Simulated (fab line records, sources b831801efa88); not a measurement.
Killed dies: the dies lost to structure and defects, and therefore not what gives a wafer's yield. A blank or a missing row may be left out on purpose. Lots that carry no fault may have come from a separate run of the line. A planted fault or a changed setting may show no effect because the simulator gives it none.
Which of the tools did it?    flow gf180mcu    12 lots, 36 wafers sampled, at 2 steps of a route of 602

## WHAT EACH GAUGE READ, for each wafer
GF_MIM_RS_MEAS_10: the measuring method here is four-point-probe.
lot   measured      on             MIM_ALCU_RS (ohm/sq)
L075  day 24 18:46  film_metro-02  0.1627 0.1628 0.1626
L077  day 25 08:25  film_metro-02  0.1580 0.1580 0.1590
L079  day 26 06:07  film_metro-02  0.1615 0.1603 0.1623
L081  day 26 18:40  film_metro-01  0.1611 0.1593 0.1600
L083  day 27 13:15  film_metro-02  0.1598 0.1601 0.1596
L085  day 28 05:41  film_metro-01  0.1582 0.1595 0.1567
L087  day 28 19:23  film_metro-02  0.1568 0.1573 0.1577
L089  day 29 10:10  film_metro-02  0.1569 0.1572 0.1576
L091  day 29 19:13  film_metro-02  0.1603 0.1624 0.1604
L093  day 30 07:14  film_metro-04  0.1587 0.1585 0.1607
L095  day 30 19:43  film_metro-02  0.1575 0.1593 0.1563
L097  day 31 07:32  film_metro-02  0.1552 0.1564 0.1566

## WHICH TOOL RAN EACH LOT (tool, then ch and the chambers of the sampled wafers, then the start)
lot   GF_MIM_SPUTTER_08
L075  pvd_sputter-01, day 24 18:41
L077  pvd_sputter-01, day 25 08:21
L079  pvd_sputter-01, day 26 06:01
L081  pvd_sputter-02, day 26 18:37
L083  pvd_sputter-02, day 27 13:10
L085  pvd_sputter-02, day 28 05:37
L087  pvd_sputter-01, day 28 19:20
L089  pvd_sputter-01, day 29 10:06
L091  pvd_sputter-03, day 29 19:08
L093  pvd_sputter-01, day 30 07:11
L095  pvd_sputter-01, day 30 19:38
L097  pvd_sputter-01, day 31 07:25
- GF_MIM_SPUTTER_08: material AlCu, target thk 200 nm, time 10.6 s.

## THE ANSWER, worked out from the rows above alone
Rule: the usual values come from the lots themselves. Put in order of their means at a reading, lots are off if they are a third of the lots or fewer, leave a main group of 4 or more, and stand apart from it by a gap of 3 or more times the standard deviation of the main group's means; of several such gaps the widest counts. A main group is skipped when, at the precision printed for the reading in the tables above, its means are all equal. Also off: a lot with no number at a reading for which 4 or more lots have one. Where the step has rows for the other lots, those lots are counted as sound.
No lot is off at any reading shown: from this, nothing can be told.

## WHAT THE SIMULATOR HAD PUT IN
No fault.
